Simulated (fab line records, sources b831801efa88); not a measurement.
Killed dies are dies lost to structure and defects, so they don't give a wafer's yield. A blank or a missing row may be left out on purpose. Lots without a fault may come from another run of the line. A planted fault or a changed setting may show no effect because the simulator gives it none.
fab line records | flow sky130
record lots=5 wafers=15 last_day=50
route steps=708 shown LOCAL_INTERCONNECT@403 CONTACT@406 PAD_OPEN@708
lots that met no fault: from a run of the same line without faults
start_h: hours from the record's first day to the start of the lot's first wafer shown | wait_h: hours since the lot's step before | " the same as in the row above | L1.1+2: a row that stands for several wafers | - no value, or no start given | * or withheld: withheld | < > ~ a bound
route shown NAME@n: a module of which the file shows steps, and the number in the route of the first | usual: mean/standard deviation of fault-free wafers | same: alike in all rows | chamber/n: place in a boat | sites: the reading at each site | _std_site: their standard deviation | _edge_site: outer sites' mean less inner sites' | radius_mm: how far each site lies from the wafer's centre | mask NAME#n: copy n | behind: the tool/chamber that last shaped the wafer | hold: why the lot was held/for how many hours/how that ended | device: the transistor (n, p or np) that didn't switch | end of line: the same wafers' tests at the end of the route | a step without rows: its recipe alone | killed: dies lost to structure and defects at the first sort, not the wafer's yield | map: a wafer's dies, x killed, . not, _ none there
set.NAME: the setting as run; set.NAME@STEP: as run at that earlier step | model.NAME: the simulator's own value behind a step, which no gauge read
lots at some steps of the route; a table a step, a row a wafer
services: from which hour (start_h, from the record's first day; less than 0 if before it) a tool's chamber was out of use, for how many hours, and why
## steps
# step SKY_LOCAL_INTERCONNECT_STRIP_16
# recipe chemistry=post_etch_residue_remover time_s=1200 temp_c=72.5
# step SKY_LOCAL_INTERCONNECT_CLEAN_17
# recipe chemistry=IPA time_s=180 temp_c=25
# step SKY_LOCAL_INTERCONNECT_CLEAN_18
# recipe chemistry=O3/DIW dry=n2_spin
# step SKY_CONTACT_CVD_00
# recipe material=Si3N4 target_thk_nm=75 temp_c=400 time_s=withheld rf_w=450
# usual heater_power_w=688/87
# columns lot.wafer tool chamber start_h wait_h heater_power_w
L134.1 pecvd-01 0 747.68 0.0 687
L134.2 " 2 " " 777
L134.4 " 0 " " 680
L138.2 pecvd-04 2 774.64 0.0 569
L138.3 " 1 " " 827
L138.4 " 2 " " 585
L148.1 pecvd-04 0 853.19 0.0 757
L148.3 " 2 " " 686
L148.6 " 0 " " 759
L149.1 pecvd-01 1 855.35 0.0 708
L149.3 " 0 " " 633
L149.4 " 2 " " 809
L153.2 pecvd-01 2 880.28 0.0 726
L153.3 " 1 " " 646
L153.5 " 0 " " 559
# step SKY_CONTACT_THK_MEAS_01
# recipe reads=Si3N4_of_CONTACT_CVD_00
# usual CONTACT_CVD_00_THK=74.8/0.96
# columns lot.wafer tool chamber start_h wait_h CONTACT_CVD_00_THK[nm]
L134.1 film_metro-02 - 747.72 - 73.2
L134.2 " - " " 74.8
L134.4 " - " " 74.1
L138.2 film_metro-01 - 774.70 - 74.0
L138.3 " - " " 75.7
L138.4 " - " " 74.9
L148.1 film_metro-04 - 853.23 - 74.5
L148.3 " - " " 75.6
L148.6 " - " " 76.0
L149.1 film_metro-04 - 855.38 - 74.6
L149.3 " - " " 74.1
L149.4 " - " " 76.0
L153.2 film_metro-04 - 880.32 - 75.8
L153.3 " - " " 75.2
L153.5 " - " " 74.8
# step SKY_CONTACT_HDPCVD_02
# recipe material=SiO2 target_thk_nm=565 sigma_open_frac=0.3 time_s=94.2 temp_c=600 sih4_flow_sccm=60 pressure_mtorr=6
# step SKY_CONTACT_THK_MEAS_03
# recipe reads=SiO2_of_CONTACT_HDPCVD_02
# usual CONTACT_HDPCVD_THK=568/5.7
# columns lot.wafer tool chamber start_h wait_h CONTACT_HDPCVD_THK[nm]
L134.1 film_metro-01 - 747.84 0.0 567
L134.2 " - " " 571
L134.4 " - " " 569
L138.2 film_metro-01 - 774.83 0.0 569
L138.3 " - " " 569
L138.4 " - " " 576
L148.1 film_metro-01 - 853.36 0.0 572
L148.3 " - " " 561
L148.6 " - " " 572
L149.1 film_metro-01 - 855.51 0.0 575
L149.3 " - " " 562
L149.4 " - " " 562
L153.2 film_metro-02 - 880.45 0.0 566
L153.3 " - " " 568
L153.5 " - " " 568
# step SKY_CONTACT_CMP_04
# recipe material=SiO2 down_force_psi=4 platen_rpm=60 pad_velocity_m_s=0.94248
# usual motor_current_A=12.3/0.96 slurry_flow_ml_min=150.1/0.48 time_to_endpoint_s=84/4.3
# columns lot.wafer tool chamber start_h wait_h motor_current_A slurry_flow_ml_min time_to_endpoint_s
L134.2 cmp-02 0 751.47 3.6 11.1 149.5 85
L134.1 " 2 " " 12.9 150.7 81
L134.4 " 3 " " 11.7 150.6 79
L138.4 cmp-02 0 774.88 0.0 11.5 150.6 89
L138.2 " 1 " " 13.8 150.2 87
L138.3 " 3 " " 11.5 149.6 84
L148.3 cmp-02 1 853.52 0.1 13.1 149.9 77
L148.1 " 2 " " 12.4 149.7 86
L148.6 " 3 " " 12.5 150.4 85
L149.4 cmp-02 2 855.57 0.0 13.0 150.2 82
L149.1 " 3 " " 11.9 149.5 83
L149.3 " 0 " " 11.9 150.4 83
L153.3 cmp-01 0 880.55 0.1 11.5 149.7 84
L153.2 " 2 " " 10.1 149.9 85
L153.5 " 0 " " 11.4 149.9 89
# step SKY_CONTACT_BOW_MEAS_05
# recipe mode=bow
# usual CONTACT_BOW=81/6.6
# columns lot.wafer tool chamber start_h wait_h CONTACT_BOW[um]
L134.1 film_metro-02 - 751.77 0.1 76
L134.2 " - " " 84
L134.4 " - " " 81
L138.2 film_metro-04 - 775.20 0.2 76
L138.3 " - " " 92
L138.4 " - " " 82
L148.1 film_metro-02 - 853.72 0.1 93
L148.3 " - " " 88
L148.6 " - " " 85
L149.1 film_metro-02 - 855.87 0.2 82
L149.3 " - " " 73
L149.4 " - " " 80
L153.2 film_metro-02 - 880.82 0.1 74
L153.3 " - " " 81
L153.5 " - " " 79
# step SKY_CONTACT_DEHYDRATE_06
# recipe temp_c=200 time_s=60
# step SKY_CONTACT_HMDS_07
# recipe prime_time_s=60 prime_temp_c=120
# step SKY_CONTACT_COAT_08
# recipe resist=BARC temp_c=withheld time_s=withheld spin_rpm=3000 resist_thk_nm=60
# step SKY_CONTACT_COAT_09
# recipe resist=KrF-thick spin_rpm=3000 resist_thk_nm=450
# columns lot.wafer tool chamber start_h wait_h model.KrF-thick_of_CONTACT_COAT_09.thk_nm
L134.1 litho_track-02 0 764 - 449
L134.2 " 0 " " 449.1
L134.4 " 0 " " 449.7
L138.2+3 litho_track-01 0 788 - 448.2
L138.4 " 0 " " 447.5
L148.1 litho_track-01 0 866 - 568.3
L148.3 " 0 " " 568.1
L148.6 " 0 " " 567.4
L149.1 litho_track-03 0 869 - 451.3
L149.3 " 0 " " 450.9
L149.4 " 0 " " 451.9
L153.2 litho_track-03 0 893 - 450.4
L153.3 " 0 " " 449.9
L153.5 " 0 " " 450.3
# step SKY_CONTACT_SOFTBAKE_10
# recipe temp_c=100 time_s=90 resist=KrF-thick
# step SKY_CONTACT_EXPOSE_11
# recipe mask_id=CTM1 na=0.8 source_shape=annular sigma_inner=0.55 sigma_outer=0.85 target_cd_nm=170 dose_mj=38
# step SKY_CONTACT_PEB_12
# recipe peb_temp_c=withheld peb_time_s=withheld resist=KrF-thick
# step SKY_CONTACT_DEVELOP_13
# recipe develop_time_s=57.27 resist=KrF-thick dev_temp_c=21
# usual developer_temp_C=20.98/0.12
# columns lot.wafer tool chamber start_h wait_h developer_temp_C model.CONTACT.cd_nm
L134.1 litho_track-03 0 - - 21.04 170.3
L134.2 " 0 " " 21.12 170.7
L134.4 " 0 " " 21.04 171.4
L138.2 litho_track-02 0 - - 21.03 168.8
L138.3 " 0 " " 21.03 169.5
L138.4 " 0 " " 21.16 168.5
L148.1 litho_track-02 0 - - 21.20 168.2
L148.3 " 0 " " 21.08 167.4
L148.6 " 0 " " 21.07 167
L149.1 litho_track-03 0 - - 21.04 169.3
L149.3 " 0 " " 20.98 169.9
L149.4 " 0 " " 20.97 169.9
L153.2 litho_track-01 0 - - 21.22 169.9
L153.3 " 0 " " 21.14 169.7
L153.5 " 0 " " 21.12 167.7
# step SKY_CONTACT_CD_MEAS_14
# recipe target_cd_nm=170
# usual cd_nm=170.3/1.5
# columns lot.wafer tool chamber start_h wait_h cd_nm
L134.1 cd_sem-01 - 777.97 - 170.2
L134.2 " - " " 170.6
L134.4 " - " " 171.4
L138.2 cd_sem-01 - 801.44 - 168.9
L138.3 " - " " 169.5
L138.4 " - " " 168.6
L148.1 cd_sem-02 - 879.67 - 168.1
L148.3 " - " " 167.8
L148.6 " - " " 167.1
L149.1 cd_sem-01 - 881.92 - 169.5
L149.3 " - " " 170.0
L149.4 " - " " 170.1
L153.2 cd_sem-02 - 906.63 - 169.7
L153.3 " - " " 169.6
L153.5 " - " " 168.1
# step SKY_CONTACT_OVL_MEAS_15
# usual CONTACT_OVL=0/6.8
# columns lot.wafer tool chamber start_h wait_h CONTACT_OVL[nm]
L134.1 overlay-02 - 778.09 0.1 5
L134.2 " - " " -3
L134.4 " - " " -7
L138.2 overlay-01 - 801.55 0.1 -5
L138.3 " - " " -14
L138.4 " - " " -3
L148.1 overlay-02 - 879.79 0.1 0
L148.3 " - " " -1
L148.6 " - " " -7
L149.1 overlay-01 - 882.04 0.1 -1
L149.3 " - " " 3
L149.4 " - " " -2
L153.2 overlay-02 - 906.74 0.1 2
L153.3 " - " " -5
L153.5 " - " " -2
# step SKY_CONTACT_ETCH_16
# recipe chemistry=N2/H2 target=BARC ion_energy_ev=200 source_w=500 bias_w=100 pressure_mtorr=30 n2_flow_sccm=100 h2_flow_sccm=200 stop_on=SiO2 time_s=45.9 target_depth_a=600
# usual drypump_motor_current_A=5.5/0.49 oes_product_au=0.855/0.0042 throttle_valve_pct=13.225/0.0094
# same time_s=45.9
# columns lot.wafer tool chamber start_h wait_h drypump_motor_current_A oes_product_au rf_hours_counter_h throttle_valve_pct
L134.1 rie_diel-01 3 778.13 0.0 5.7 0.853 11 13.209
L134.2 " 2 " " 5.8 0.850 4 13.230
L134.4 " 0 " " 5.9 0.857 16 13.218
L138.2 rie_diel-04 0 801.58 0.0 5.4 0.858 4 13.218
L138.3 " 3 " " 4.8 0.855 8 13.235
L138.4 " 2 " " 5.7 0.848 3 13.225
L148.1 rie_diel-01 1 879.83 0.0 5.0 0.858 3 13.221
L148.3 " 0 " " 5.9 0.855 19 13.212
L148.6 " 3 " " 5.7 0.863 - 13.243
L149.1 rie_diel-01 1 882.08 0.0 4.9 0.861 3 13.217
L149.3 " 3 " " 5.7 0.853 14 13.230
L149.4 " 2 " " 5.8 0.857 8 13.231
L153.2 rie_diel-01 2 906.77 0.0 5.8 0.856 9 13.224
L153.3 " 3 " " 5.7 0.849 15 13.219
L153.5 " 3 " " 5.7 0.859 - 13.200
# step SKY_CONTACT_ETCH_17
# recipe target=SiO2 chemistry=C4F8/O2/Ar stop_on=Si3N4 mask_material=KrF-thick source_w=1500 bias_w=1200 pressure_mtorr=40 c4f8_flow_sccm=withheld O2_flow_sccm=6 Ar_flow_sccm=300 time_s=withheld target_depth_a=3400
# usual oes_product_au=0.891/0.0047
# columns lot.wafer tool chamber start_h wait_h oes_product_au
L134.1 rie_diel-01 3 778.17 0.0 0.892
L134.2 " 2 " " 0.898
L134.4 " 0 " " 0.895
L138.2 rie_diel-04 0 801.62 0.0 0.885
L138.3 " 3 " " 0.892
L138.4 " 2 " " 0.886
L148.1 rie_diel-01 1 879.87 0.0 0.888
L148.3 " 0 " " 0.895
L148.6 " 3 " " 0.898
L149.1 rie_diel-01 1 882.12 0.0 0.888
L149.3 " 3 " " 0.897
L149.4 " 2 " " 0.899
L153.2 rie_diel-01 2 906.81 0.0 0.898
L153.3 " 3 " " 0.882
L153.5 " 3 " " 0.899
# step SKY_CONTACT_ETCH_18
# recipe target=Si3N4 chemistry=CHF3/O2 stop_on=TiN source_w=600 bias_w=200 pressure_mtorr=40 chf3_flow_sccm=50 O2_flow_sccm=5 time_s=39 target_depth_a=750
# usual O2_flow_sccm=5.000/0.016 drypump_motor_current_A=5.5/0.49 oes_product_au=0.854/0.0077 throttle_valve_pct=8.793/0.0084
# same time_s=39
# columns lot.wafer tool chamber start_h wait_h O2_flow_sccm drypump_motor_current_A oes_product_au rf_hours_counter_h throttle_valve_pct model.KrF-thick_of_CONTACT_COAT_09.thk_nm model.CONTACT.cd_nm
L134.1 rie_diel-01 3 - - 4.987 5.7 0.840 11 8.800 241.7 170.3
L134.2 " 2 " " 5.011 5.8 0.847 4 8.779 235.3 170.9
L134.4 " 0 " " 4.981 5.9 0.855 16 8.785 242.7 171.6
L138.2 rie_diel-04 0 - - 4.986 5.5 0.843 4 8.781 243.3 168.5
L138.3 " 3 " " 5.002 4.8 0.863 8 8.804 242.4 169.8
L138.4 " 2 " " 5.012 5.7 0.853 3 8.794 241.7 169.4
L148.1 rie_diel-01 1 - - 5.024 4.9 0.849 3 8.780 359.6 167.8
L148.3 " 0 " " 5.012 5.9 0.857 19 8.802 359.7 167.3
L148.6 " 3 " " 5.011 5.7 0.869 - 8.800 360.6 166.3
L149.1 rie_diel-01 1 - - 5.020 4.9 0.853 3 8.803 243.8 169.3
L149.3 " 3 " " 4.993 5.7 0.859 14 8.791 246.4 168.9
L149.4 " 2 " " 4.999 5.8 0.858 8 8.811 241 169.6
L153.2 rie_diel-01 2 - - 5.007 5.8 0.862 9 8.793 239.3 170.1
L153.3 " 3 " " 4.994 5.7 0.861 15 8.789 245.1 169.7
L153.5 " 3 " " 4.981 5.7 0.848 - 8.780 245.8 167.5
# step SKY_CONTACT_STRIP_19
# recipe chemistry=O2/N2 power_w=1400 pressure_mtorr=1500 platen_temp_c=withheld o2_flow_sccm=3000 n2_flow_sccm=300 overash_fraction=0.5
# usual drypump_motor_current_A=5.56/0.29 oes_product_au=0.381/0.0046 strip_time_to_endpoint_s=3.61/0.033
# columns lot.wafer tool chamber start_h wait_h drypump_motor_current_A oes_product_au rf_hours_counter_h strip_time_to_endpoint_s
L134.1 plasma_asher-02 1 778.26 - 5.53 0.383 3 3.60
L134.2 " 0 " " 5.64 0.373 3 3.54
L134.4 " 1 " " 5.52 0.382 - 3.60
L138.2 plasma_asher-01 1 801.71 - 5.61 0.382 96 3.61
L138.3 " 0 " " 6.08 0.381 - 3.60
L138.4 " 1 " " 5.60 0.386 - 3.62
L148.1 plasma_asher-01 0 879.96 - 6.09 0.436 103 4.86
L148.3 " 0 " " 6.09 0.427 - 4.85
L148.6 " 1 " " 5.59 0.434 - 4.87
L149.1 plasma_asher-02 1 882.21 - 5.51 0.374 13 3.63
L149.3 " 0 " " 5.66 0.382 - 3.66
L149.4 " 1 " " 5.52 0.383 - 3.61
L153.2 plasma_asher-02 0 906.90 - 5.66 0.381 16 3.58
L153.3 " 1 " " 5.50 0.376 - 3.65
L153.5 " 0 " " 5.64 0.376 - 3.65
# step SKY_CONTACT_STRIP_20
# recipe chemistry=post_etch_residue_remover time_s=1200 temp_c=72.5
# step SKY_PAD_OPEN_PROBE_99
# usual killed_at_M0_to_M3=43/7.6 killed_at_M4_up=2.9/1.9 killed_at_contacts=24/5 killed_at_front_end=15/4.3 killed_at_other=0.3/0.54 killed_dies=85/10 killed_open=47/7 killed_short=38/6.4
# same gross_dies=492 killed_at_back_side=0
# columns lot.wafer tool chamber start_h wait_h killed_at_M0_to_M3 killed_at_M4_up killed_at_contacts killed_at_front_end killed_at_other killed_dies killed_open killed_short
L134.1 prober-02 - 1107.06 0.1 37 3 23 15 0 78 46 32
L134.2 prober-02 - 1107.11 0.1 39 3 24 11 0 77 47 30
L134.4 prober-02 - 1107.21 0.2 41 8 29 16 0 94 48 46
L148.3 prober-02 - 1180.79 0.2 36 4 26 15 0 81 51 30
# killed by level:class
L134.1 CONTACT:geometric_particle:open=11 VIA2:geometric_particle:open=7 METAL1:geometric_particle:short=5 VIA1:geometric_particle:short=5 VIA1:geometric_particle:open=5 LI_CONTACT:geometric_particle:open=4 METAL2:geometric_particle:short=4 FIELD_ISO:geometric_particle:open=3
L134.2 LI_CONTACT:geometric_particle:open=8 VIA3:geometric_particle:open=8 CONTACT:geometric_particle:open=6 METAL1:geometric_particle:short=6 VIA1:geometric_particle:open=6 VIA2:geometric_particle:open=6 LOCAL_INTERCONNECT:geometric_particle:open=4 FIELD_ISO:geometric_particle:short=3
L134.4 VIA1:geometric_particle:open=10 LI_CONTACT:geometric_particle:open=8 CONTACT:geometric_particle:open=8 CONTACT:geometric_particle:short=7 FIELD_ISO:geometric_particle:open=6 METAL4:geometric_particle:short=6 VIA3:geometric_particle:short=5 VIA3:geometric_particle:open=5
L148.3 CONTACT:geometric_particle:open=14 LI_CONTACT:geometric_particle:open=7 VIA1:geometric_particle:open=7 METAL1:geometric_particle:short=6 VIA2:geometric_particle:open=5 VIA3:geometric_particle:open=5 FIELD_ISO:geometric_particle:open=4 VIA3:geometric_particle:short=4
## services
# columns tool chamber start_h hours kind
cmp-01 - 730.36 38.0 repair
cmp-01 - 731.01 0.3 repair
plasma_asher-01 - 732.18 2.8 pm
plasma_asher-02 - 733.80 9.0 pm
cmp-02 - 743.36 0.6 repair
cmp-02 - 747.47 4.0 pm
plasma_asher-02 - 751.26 4.6 repair
pecvd-04 0 760.20 23.6 repair
cmp-01 - 767.22 3.0 repair
rie_diel-04 0 785.23 7.2 repair
pecvd-01 - 789.17 0.7 repair
cmp-02 - 801.19 6.4 pm
plasma_asher-01 - 815.12 2.1 repair
pecvd-04 - 821.77 0.8 repair
cmp-02 - 823.45 4.4 repair
plasma_asher-02 - 831.02 2.7 repair
rie_diel-01 0 831.13 16.3 repair
cmp-02 - 841.06 1.4 repair
rie_diel-04 1 857.28 132.0 repair
plasma_asher-01 - 869.28 0.9 repair
cmp-02 - 884.51 0.4 repair
rie_diel-01 1 889.88 3.0 repair
pecvd-04 2 891.23 4.7 repair
rie_diel-01 - 901.19 2.8 pm
## key
first_sign step=SKY_CONTACT_STRIP_19 reading=strip_time_to_endpoint_s direction=up sigmas=38 usual=* struck=*
effect step=SKY_CONTACT_STRIP_19 reading=oes_product_au direction=up sigmas=11 usual=0.381 struck=0.432
model_effect step=SKY_CONTACT_COAT_09 value=KrF-thick_of_CONTACT_COAT_09.thk_nm without=446.4 struck=567.9
model_effect step=SKY_CONTACT_DEVELOP_13 value=CONTACT.cd_nm without=171.3 struck=167.5
model_effect step=SKY_CONTACT_ETCH_18 value=KrF-thick_of_CONTACT_COAT_09.thk_nm without=238.5 struck=360
met_at SKY_CONTACT_COAT_09
struck_wafers L148.1,L148.3,L148.6
tester_left_out L148
onset_between 788 866
also_fits SKY_CONTACT_CVD_00:pecvd-04,SKY_CONTACT_DEVELOP_13:litho_track-02,SKY_CONTACT_STRIP_19:plasma_asher-01
fault kind=process_parameter_drift tool=litho_track-01 chamber=- onset_h=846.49 steps=SKY_CONTACT_COAT_09 channel=resist_thk_nm offset=122.48 shape=step end_h=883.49 acts_in=these_recipes_only stated=450
# tester_left_out: of these lots the tester's yield and bins aren't shown, on N5 and GAA mostly nor the transistor test; their killed dies are dies lost to structure and defects alone, not to doping, threshold or leakage, so they don't give the yield
